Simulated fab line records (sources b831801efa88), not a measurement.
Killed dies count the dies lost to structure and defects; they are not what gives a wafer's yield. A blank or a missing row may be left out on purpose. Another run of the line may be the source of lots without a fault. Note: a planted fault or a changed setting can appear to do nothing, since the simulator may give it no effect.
Which tool did it?	flow gf180mcu	6 lots with 18 wafers sampled at 2 steps, on a route of 602 steps

## WHAT EACH GAUGE READ, for each wafer
GF_POLY_GATE_THK_MEAS_01.
lot	measured	on	POLY_GATE_CVD_00_THK (nm)
L511	day 10 15:51	film metro-01	199.1 200.3 201.8
L513	day 11 10:20	film metro-02	200.9 199.9 199.6
L519	day 13 05:22	film metro-03	198.0 197.2 197.7
L521	day 13 13:46	film metro-02	204.3 202.9 202.1
L523	day 14 12:44	film metro-02	198.7 200.1 198.0
L525	day 14 23:08	film metro-02	197.6 198.4 198.6

## WHAT TOOL EACH LOT RAN ON (gives the tool, then ch and the chambers of the sampled wafers, and finally the start)
lot	GF_VT_IMPLANT_SOFTBAKE_25
L511	litho track-01 ch 0, day 8 15:24
L513	litho track-03 ch 0, day 9 06:39
L519	litho track-03 ch 0, day 10 22:00
L521	litho track-03 ch 0, day 11 07:35
L523	litho track-04 ch 0, day 12 00:38
L525	litho track-01 ch 0, day 12 12:55
- GF_VT_IMPLANT_SOFTBAKE_25: time 60 s.

## THE ANSWER, worked out from the rows above alone
Rule: the usual values come from the lots themselves. Put in order of their means at a reading, lots are off if they are a third of the lots or fewer, leave a main group of 4 or more, and stand apart from it by a gap of 3 or more times the standard deviation of the main group's means; of several such gaps the widest counts. The tables above print the reading to a certain number of digits; a main group whose means all agree to those digits is not used. Also off: a lot with no number at a reading for which 4 or more lots have one. All remaining lots with rows at the step are treated as sound.
No lot is off at any reading shown: from this, nothing can be told.

## WHAT HAD BEEN PUT IN BY THE SIMULATOR
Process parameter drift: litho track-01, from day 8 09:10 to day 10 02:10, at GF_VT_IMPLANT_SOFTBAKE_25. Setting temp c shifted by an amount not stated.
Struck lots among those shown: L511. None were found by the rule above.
